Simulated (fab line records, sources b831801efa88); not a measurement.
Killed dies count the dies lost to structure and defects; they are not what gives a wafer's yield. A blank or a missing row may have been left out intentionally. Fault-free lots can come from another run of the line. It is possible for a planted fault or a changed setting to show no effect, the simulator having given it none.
A struck lot beside a sound one / flow sky130 / 14 out of 708 route steps
Sound: these wafers, L789.1, L789.3, L789.6. Wafers struck: L785.1, L785.3, L785.6. Last of all comes the cause.
Each step with rows lists, per side, the tool, then ch with its chambers, then its first start. Under that, the readings that differ: sound wafers / struck wafers / difference of the means / sigmas: that difference in standard deviations of wafers without a fault.
alike: words and numbers the same on both sides, and readings whose means are apart by under 2 such deviations; not compared: readings that were withheld, readings missing a value for some wafer, numbers with overlapping values and no deviation given by the record, and bounds like >300 which may hide the same value.
Wherever a step has rows on one side only, a row that says differs or no value, or a row with sigmas, the two part there. Numbers that don't overlap but have no deviation are shown without sigmas and don't part them. A reading that every wafer of one side lacks parts them only if that side has two wafers or more.

first, 8 steps without rows for these wafers: SKY_POLY_CUT_DEHYDRATE_00 (time 60 s); SKY_POLY_CUT_HMDS_01 (prime time 60 s); SKY_POLY_CUT_COAT_02 (resist thk 60 nm); SKY_POLY_CUT_COAT_03 (resist thk 450 nm); SKY_POLY_CUT_SOFTBAKE_04 (time 90 s); SKY_POLY_CUT_EXPOSE_05 (exposes mask NPCM, target cd 270 nm); SKY_POLY_CUT_PEB_06; SKY_POLY_CUT_DEVELOP_07 (develop time 60 s).
SKY_POLY_CUT_CD_MEAS_08: target cd 270 nm.
  sound on cd_sem-02, day 29 07:48; struck on cd_sem-02, day 28 00:51
  alike: cd_nm
SKY_POLY_CUT_OVL_MEAS_09:
  sound on overlay-02, day 29 07:55; struck on overlay-01, day 28 00:58
  alike: POLY_CUT_OVL
SKY_POLY_CUT_ETCH_10: etches BARC in N2/H2, stops on SiO2, time 45.9 s, target depth 60 nm.
  sound on rie_diel-04 ch 2,3, day 29 07:58; struck on rie_diel-01 ch 1,2, day 28 01:01
  alike: drypump_motor_current_A, oes_product_au, rf_fwd_power_W, throttle_valve_pct
  not compared: rf_hours_counter_h
SKY_POLY_CUT_ETCH_11: etches Si3N4 in CF4/CH2F2/Ar, stops on poly-Si, time 42.5 s, target depth 60 nm.
  sound on rie_diel-04 ch 2,3, day 29 08:00; struck on rie_diel-01 ch 1,2, day 28 01:03
  alike: ch2f2_flow_sccm, drypump_motor_current_A, oes_product_au, rf_fwd_power_W, throttle_valve_pct
  not compared: rf_hours_counter_h
SKY_POLY_CUT_STRIP_12: strips in O2/N2.
  sound on plasma_asher-03 ch 0,1, day 29 08:02; struck on plasma_asher-03 ch 0,1, day 28 01:05
  no value came back on the struck wafers for any of 5 readings (chamber_pressure_mTorr (mTorr), drypump_motor_current_A (A) and others); on the sound wafers chamber_pressure_mTorr (mTorr) reads 1499.2 1501.1 1501.2
reading=model.KrF-thick_of_POLY_CUT_COAT_03.thk_nm (nm); sound=0 0 0; struck=410.6 411.3 412.2; difference=+411.4; sigmas=
  not compared: rf_hours_counter_h
-- here the record skips 20 days between the struck wafers' starts before and after, leaving off in module POLY_CUT and picking up in module PAD_OPEN (first step shown: number 708 of the route) --
SKY_PAD_OPEN_PROBE_99:
  sound on prober-02, day 49 02:28; struck on prober-02, day 48 11:37
reading=killed_at_front_end; sound=21 7 19; struck=420 418 416; difference=+402; sigmas=+96
reading=killed_dies; sound=76 68 85; struck=492 492 492; difference=+416; sigmas=+48
reading=killed_on_rim; sound=13 14 19; struck=96 96 96; difference=+81; sigmas=+22
  alike: killed_at_M0_to_M3, killed_at_M4_up, killed_at_contacts, killed_at_other, killed_open, killed_short

## WHERE THEY PART
Earliest at SKY_POLY_CUT_STRIP_12; latest, in this record, at SKY_PAD_OPEN_PROBE_99.

WHY: what had been put in by the simulator
At SKY_POLY_CUT_STRIP_12, the step was skipped entirely on plasma_asher-03 from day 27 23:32 on. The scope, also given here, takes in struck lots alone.
